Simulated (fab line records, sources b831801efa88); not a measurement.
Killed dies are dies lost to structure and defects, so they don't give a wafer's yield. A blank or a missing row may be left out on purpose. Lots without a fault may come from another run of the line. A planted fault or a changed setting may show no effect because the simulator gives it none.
fab line records | flow sky130
record lots=12 wafers=36 last_day=50
route steps=708 shown VIA2@528 METAL3@533 CAPM@540 PAD_OPEN@708
lots that met no fault: from a run of the same line without faults
start_h: hours from the record's first day to the start of the lot's first wafer shown | wait_h: hours since the lot's step before | " the same as in the row above | L1.1+2: a row that stands for several wafers | - no value, or no start given | * or withheld: withheld | < > ~ a bound
route shown NAME@n: a module of which the file shows steps, and the number in the route of the first | usual: mean/standard deviation of fault-free wafers | same: alike in all rows | chamber/n: place in a boat | sites: the reading at each site | _std_site: their standard deviation | _edge_site: outer sites' mean less inner sites' | radius_mm: how far each site lies from the wafer's centre | mask NAME#n: copy n | behind: the tool/chamber that last shaped the wafer | hold: why the lot was held/for how many hours/how that ended | device: the transistor (n, p or np) that didn't switch | end of line: the same wafers' tests at the end of the route | a step without rows: its recipe alone | killed: dies lost to structure and defects at the first sort, not the wafer's yield | map: a wafer's dies, x killed, . not, _ none there
set.NAME: the setting as run; set.NAME@STEP: as run at that earlier step | model.NAME: the simulator's own value behind a step, which no gauge read
steps of the route over a sample of lots; a table a step, a row a wafer
services: from which hour (start_h, from the record's first day; less than 0 if before it) a tool's chamber was out of use, for how many hours, and why
## steps
# step SKY_VIA2_CVD_21
# recipe material=W target_thk_nm=420 time_s=126.4 temp_c=400 pressure_torr=40
# usual chamber_pressure_Torr=40.00/0.087 heater_power_w=799/89
# columns lot.wafer tool chamber start_h wait_h chamber_pressure_Torr heater_power_w
L862.2 cvd_w-01 1 846.49 0.0 40.04 951
L862.4 " 1 " " 40.05 960
L862.5 " 1 " " 40.08 975
L863.1 cvd_w-01 0 860.88 0.0 40.03 864
L863.4 " 1 " " 39.95 962
L863.6 " 0 " " 39.94 872
L864.3 cvd_w-02 1 867.41 0.1 40.13 662
L864.4 " 0 " " 40.02 780
L864.5 " 0 " " 40.17 786
L865.1 cvd_w-02 0 878.22 0.0 40.10 796
L865.4 " 0 " " 40.10 786
L865.5 " 1 " " 40.15 675
L866.4 cvd_w-02 1 892.61 0.1 39.77 656
L866.5 " 1 " " 40.00 650
L866.6 " 0 " " 40.05 796
L868.1 cvd_w-02 1 908.72 0.0 40.12 675
L868.5 " 1 " " 40.03 667
L868.6 " 0 " " 40.05 763
L871.4 cvd_w-02 1 921.41 0.1 43.62 682
L871.5 " 0 " " 40.01 794
L871.6 " 1 " " 43.73 676
L873.2 cvd_w-02 0 938.97 0.0 39.83 801
L873.3 " 1 " " 43.84 656
L873.6 " 0 " " 40.03 802
L882.1 cvd_w-01 1 996.63 0.0 39.94 890
L882.4 " 0 " " 40.06 833
L882.6 " 0 " " 40.00 835
L883.2 cvd_w-02 0 1005.13 0.1 40.01 804
L883.3 " 0 " " 39.79 759
L883.6 " 0 " " 40.00 796
L884.1 cvd_w-01 0 1007.97 0.0 40.03 820
L884.2 " 1 " " 40.15 923
L884.3 " 0 " " 40.07 846
L885.4 cvd_w-01 1 1012.76 0.1 39.80 911
L885.5 " 1 " " 40.01 904
L885.6 " 0 " " 39.92 848
# step SKY_VIA2_RS_MEAS_22
# recipe thk_meas_gauge=four-point-probe reads=W_of_VIA2_CVD_21+TiN_of_VIA2_SPUTTER_20
# usual VIA2_W_RS=0.273/0.003
# columns lot.wafer tool chamber start_h wait_h VIA2_W_RS[ohm/sq]
L862.2 film_metro-01 - 846.64 0.1 0.269
L862.4 " - " " 0.270
L862.5 " - " " 0.271
L863.1 film_metro-02 - 861.01 0.1 0.268
L863.4 " - " " 0.266
L863.6 " - " " 0.271
L864.3 film_metro-01 - 867.54 0.1 0.281
L864.4 " - " " 0.275
L864.5 " - " " 0.273
L865.1 film_metro-01 - 878.35 0.1 0.273
L865.4 " - " " 0.272
L865.5 " - " " 0.275
L866.4 film_metro-02 - 892.76 0.1 0.276
L866.5 " - " " 0.273
L866.6 " - " " 0.272
L868.1 film_metro-02 - 908.85 0.1 0.271
L868.5 " - " " 0.272
L868.6 " - " " 0.270
L871.4 film_metro-02 - 921.56 0.1 0.264
L871.5 " - " " 0.278
L871.6 " - " " 0.266
L873.2 film_metro-04 - 939.12 0.1 0.274
L873.3 " - " " 0.262
L873.6 " - " " 0.274
L882.1 film_metro-02 - 996.76 0.1 0.272
L882.4 " - " " 0.270
L882.6 " - " " 0.272
L883.2 film_metro-02 - 1005.37 0.2 0.270
L883.3 " - " " 0.270
L883.6 " - " " 0.274
L884.1 film_metro-02 - 1008.10 0.1 0.276
L884.2 " - " " 0.274
L884.3 " - " " 0.275
L885.4 film_metro-02 - 1012.91 0.1 0.273
L885.5 " - " " 0.278
L885.6 " - " " 0.272
# step SKY_METAL3_SPUTTER_01
# recipe material=TiN target_thk_nm=20 power_w=6500 time_s=16.7 chamber_pressure_pa=0.4
# usual throttle_valve_pct=29.6/1.1
# columns lot.wafer tool chamber start_h wait_h throttle_valve_pct
L862.2 pvd_sputter-03 - 847.12 0.0 31.9
L862.4 " - " " 29.1
L862.5 " - " " 28.7
L863.1 pvd_sputter-01 - 861.51 0.0 30.1
L863.4 " - " " 28.9
L863.6 " - " " 28.8
L864.3 pvd_sputter-01 - 868.00 0.0 28.2
L864.4 " - " " 28.9
L864.5 " - " " 30.1
L865.1 pvd_sputter-02 - 878.85 0.0 29.2
L865.4 " - " " 30.1
L865.5 " - " " 29.0
L866.4 pvd_sputter-03 - 893.20 0.0 28.9
L866.5 " - " " 28.5
L866.6 " - " " 31.9
L868.1 pvd_sputter-02 - 909.35 0.0 30.1
L868.5 " - " " 28.8
L868.6 " - " " 28.6
L871.4 pvd_sputter-03 - 922.00 0.0 31.9
L871.5 " - " " 31.8
L871.6 " - " " 28.5
L873.2 pvd_sputter-01 - 939.60 0.0 30.4
L873.3 " - " " 29.0
L873.6 " - " " 30.4
L882.1 pvd_sputter-01 - 997.26 0.0 30.4
L882.4 " - " " 30.3
L882.6 " - " " 30.7
L883.2 pvd_sputter-02 - 1005.85 0.0 29.9
L883.3 " - " " 29.0
L883.6 " - " " 29.1
L884.1 pvd_sputter-01 - 1008.60 0.0 30.2
L884.2 " - " " 28.3
L884.3 " - " " 29.0
L885.4 pvd_sputter-03 - 1013.35 0.0 29.2
L885.5 " - " " 31.9
L885.6 " - " " 28.4
# step SKY_METAL3_SPUTTER_03
# recipe material=Ti target_thk_nm=5 power_w=3000 time_s=3.3 chamber_pressure_pa=0.4
# usual throttle_valve_pct=29.6/1.1
# columns lot.wafer tool chamber start_h wait_h throttle_valve_pct
L862.2 pvd_sputter-03 - 847.18 0.0 31.9
L862.4 " - " " 28.8
L862.5 " - " " 28.9
L863.1 pvd_sputter-01 - 861.58 0.0 30.2
L863.4 " - " " 29.0
L863.6 " - " " 29.2
L864.3 pvd_sputter-01 - 868.07 0.0 27.9
L864.4 " - " " 28.9
L864.5 " - " " 30.2
L865.1 pvd_sputter-02 - 878.91 0.0 29.0
L865.4 " - " " 30.1
L865.5 " - " " 28.9
L866.4 pvd_sputter-03 - 893.27 0.0 29.1
L866.5 " - " " 28.6
L866.6 " - " " 31.7
L868.1 pvd_sputter-02 - 909.42 0.0 30.4
L868.5 " - " " 29.2
L868.6 " - " " 28.5
L871.4 pvd_sputter-03 - 922.06 0.0 32.0
L871.5 " - " " 31.9
L871.6 " - " " 28.6
L873.2 pvd_sputter-01 - 939.66 0.0 30.5
L873.3 " - " " 28.8
L873.6 " - " " 30.4
L882.1 pvd_sputter-01 - 997.33 0.0 30.2
L882.4 " - " " 30.0
L882.6 " - " " 30.5
L883.2 pvd_sputter-02 - 1005.92 0.0 29.7
L883.3 " - " " 28.9
L883.6 " - " " 29.0
L884.1 pvd_sputter-01 - 1008.66 0.0 30.3
L884.2 " - " " 28.1
L884.3 " - " " 29.1
L885.4 pvd_sputter-03 - 1013.41 0.0 29.3
L885.5 " - " " 32.1
L885.6 " - " " 28.6
# step SKY_CAPM_RS_MEAS_03
# recipe thk_meas_gauge=four-point-probe reads=TiN_of_CAPM_SPUTTER_02
# usual CAPM_TIN_RS=6.90/0.1
# columns lot.wafer tool chamber start_h wait_h CAPM_TIN_RS[ohm/sq]
L862.2 film_metro-02 - 847.46 0.1 6.81
L862.4 " - " " 6.77
L862.5 " - " " 6.93
L863.1 film_metro-03 - 861.84 0.1 6.86
L863.4 " - " " 7.04
L863.6 " - " " 6.86
L864.3 film_metro-03 - 868.37 0.1 6.78
L864.4 " - " " 6.66
L864.5 " - " " 6.86
L865.1 film_metro-01 - 879.17 0.1 6.81
L865.4 " - " " 6.89
L865.5 " - " " 6.93
L866.4 film_metro-02 - 893.59 0.1 6.93
L866.5 " - " " 6.89
L866.6 " - " " 6.87
L868.1 film_metro-02 - 909.68 0.1 6.79
L868.5 " - " " 6.86
L868.6 " - " " 6.86
L871.4 film_metro-03 - 922.38 0.1 6.93
L871.5 " - " " 6.91
L871.6 " - " " 6.98
L873.2 film_metro-01 - 939.95 0.1 7.04
L873.3 " - " " 6.97
L873.6 " - " " 6.98
L882.1 film_metro-01 - 997.59 0.1 7.05
L882.4 " - " " 6.92
L882.6 " - " " 7.05
L883.2 film_metro-01 - 1006.20 0.1 6.85
L883.3 " - " " 6.87
L883.6 " - " " 6.94
L884.1 film_metro-01 - 1008.92 0.1 6.85
L884.2 " - " " 6.86
L884.3 " - " " 6.81
L885.4 film_metro-02 - 1013.73 0.1 7.03
L885.5 " - " " 6.97
L885.6 " - " " 7.05
# step SKY_PAD_OPEN_PROBE_99
# usual defect_limited_yield=82.6/2.2 killed_at_M0_to_M3=43/7.9 killed_at_M4_up=2.9/1.8 killed_at_contacts=24/5.5 killed_at_front_end=15/4.2 killed_at_other=0.2/0.46 killed_dies=86/11 killed_open=47/8.1 killed_short=39/6.4 sort_bin_3_pad_short=0.9/0.44 sort_bin_5_function=10.3/1.4 sort_bin_6_memory=6.3/1.3 sort_n_pass=406/11 sort_yield_pct=82.6/2.2
# same gross_dies=492 killed_at_back_side=0 sort_bin_4_leakage[%]=0 sort_bin_8_speed[%]=0
# columns lot.wafer tool chamber start_h wait_h defect_limited_yield[%] killed_at_M0_to_M3 killed_at_M4_up killed_at_contacts killed_at_front_end killed_at_other killed_dies killed_open killed_short sort_bin_3_pad_short[%] sort_bin_5_function[%] sort_bin_6_memory[%] sort_n_pass sort_yield_pct[%]
L862.2 prober-01 - 1078.05 0.1 86.8 28 4 22 11 0 65 36 29 0.2 7.1 5.9 427 86.8
L862.4 prober-01 - 1078.15 0.2 79.9 48 3 30 18 0 99 56 43 0.8 11.0 8.3 393 79.9
L862.5 prober-01 - 1078.20 0.2 82.7 44 6 24 11 0 85 41 44 1.0 10.6 5.7 407 82.7
L873.2 prober-02 - 1149.73 0.1 83.1 45 4 21 13 0 83 35 48 0.4 11.0 5.5 409 83.1
L873.3 prober-02 - 1149.78 0.2 81.3 49 4 17 22 0 92 55 37 0.4 13.0 5.3 400 81.3
L873.6 prober-02 - 1149.93 0.2 86.0 32 1 21 15 0 69 33 36 1.6 8.5 3.9 423 86.0
# killed by level:class
L862.2 CONTACT:geometric_particle:open=9 VIA1:geometric_particle:open=7 CONTACT:geometric_particle:short=5 LI_CONTACT:geometric_particle:open=4 METAL1:geometric_particle:open=4 VIA1:geometric_particle:short=4 METAL4:geometric_particle:short=4 VIA2:geometric_particle:short=3
L862.4 VIA1:geometric_particle:open=14 CONTACT:geometric_particle:open=12 LI_CONTACT:geometric_particle:open=7 VIA3:geometric_particle:open=7 POLY_GATE:geometric_particle:open=6 LI_CONTACT:geometric_particle:short=5 VIA2:geometric_particle:open=5 VIA1:geometric_particle:short=5
L862.5 VIA1:geometric_particle:open=11 METAL2:geometric_particle:short=8 METAL1:geometric_particle:short=8 CONTACT:geometric_particle:open=7 VIA2:geometric_particle:open=7 LI_CONTACT:geometric_particle:open=5 CONTACT:geometric_particle:short=5 METAL4:geometric_particle:short=5
L873.2 CONTACT:geometric_particle:open=7 VIA1:geometric_particle:open=7 METAL2:geometric_particle:short=7 VIA2:geometric_particle:open=7 LOCAL_INTERCONNECT:geometric_particle:short=6 VIA3:geometric_particle:short=5 FIELD_ISO:geometric_particle:short=4 FIELD_ISO:geometric_particle:open=4
L873.3 VIA1:geometric_particle:open=11 VIA3:geometric_particle:open=9 VIA2:geometric_particle:open=8 FIELD_ISO:geometric_particle:open=6 CONTACT:geometric_particle:open=6 FIELD_ISO:geometric_particle:short=5 VIA1:geometric_particle:short=5 LI_CONTACT:geometric_particle:open=4
L873.6 VIA1:geometric_particle:open=9 CONTACT:geometric_particle:open=8 CONTACT:geometric_particle:short=7 VIA1:geometric_particle:short=7 POLY_GATE:geometric_particle:short=5 METAL1:geometric_particle:short=4 VIA2:geometric_particle:open=4 FIELD_ISO:geometric_particle:open=3
## services
# columns tool chamber start_h hours kind
pvd_sputter-01 - 836.52 16.7 repair
pvd_sputter-02 - 860.26 2.4 repair
pvd_sputter-03 1 893.34 - consumable_replace:kit
pvd_sputter-03 1 893.34 18.0 scheduled_down
pvd_sputter-03 1 893.34 18.0 vent_cycle
cvd_w-01 - 904.00 14.0 pm
cvd_w-01 0 904.00 14.0 vent_cycle
cvd_w-01 1 904.00 14.0 vent_cycle
cvd_w-01 0 918.00 - clean
cvd_w-01 1 918.00 - clean
cvd_w-01 1 932.13 11.2 repair
cvd_w-01 1 956.93 11.1 repair
cvd_w-01 - 957.30 6.9 pm
pvd_sputter-01 - 973.72 3.7 repair
cvd_w-02 1 974.26 8.2 repair
pvd_sputter-02 2 987.37 - consumable_replace:kit
pvd_sputter-02 2 987.37 18.0 scheduled_down
pvd_sputter-02 2 987.37 18.0 vent_cycle
pvd_sputter-01 0 988.43 - consumable_replace:kit
pvd_sputter-01 0 988.43 18.0 scheduled_down
pvd_sputter-01 0 988.43 18.0 vent_cycle
cvd_w-02 - 989.89 0.5 repair
cvd_w-02 1 1003.67 5.8 repair
## key
first_sign step=SKY_VIA2_CVD_21 reading=chamber_pressure_Torr direction=up sigmas=43 usual=40.00 struck=43.73
effect step=SKY_VIA2_RS_MEAS_22 reading=VIA2_W_RS direction=down sigmas=2.8 usual=0.273 struck=0.264
met_at SKY_VIA2_CVD_21
struck_lots L871,L873
struck_wafers L871.4,L871.6,L873.3
not_acting_at SKY_METAL3_SPUTTER_01,SKY_METAL3_SPUTTER_03,SKY_CAPM_RS_MEAS_03
onset_between 908.72 921.41
fault kind=process_parameter_drift tool=cvd_w-02 chamber=1 onset_h=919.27 steps=SKY_VIA2_CVD_21 channel=pressure_torr offset=3.7519 shape=step end_h=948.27 acts_in=these_recipes_only stated=40
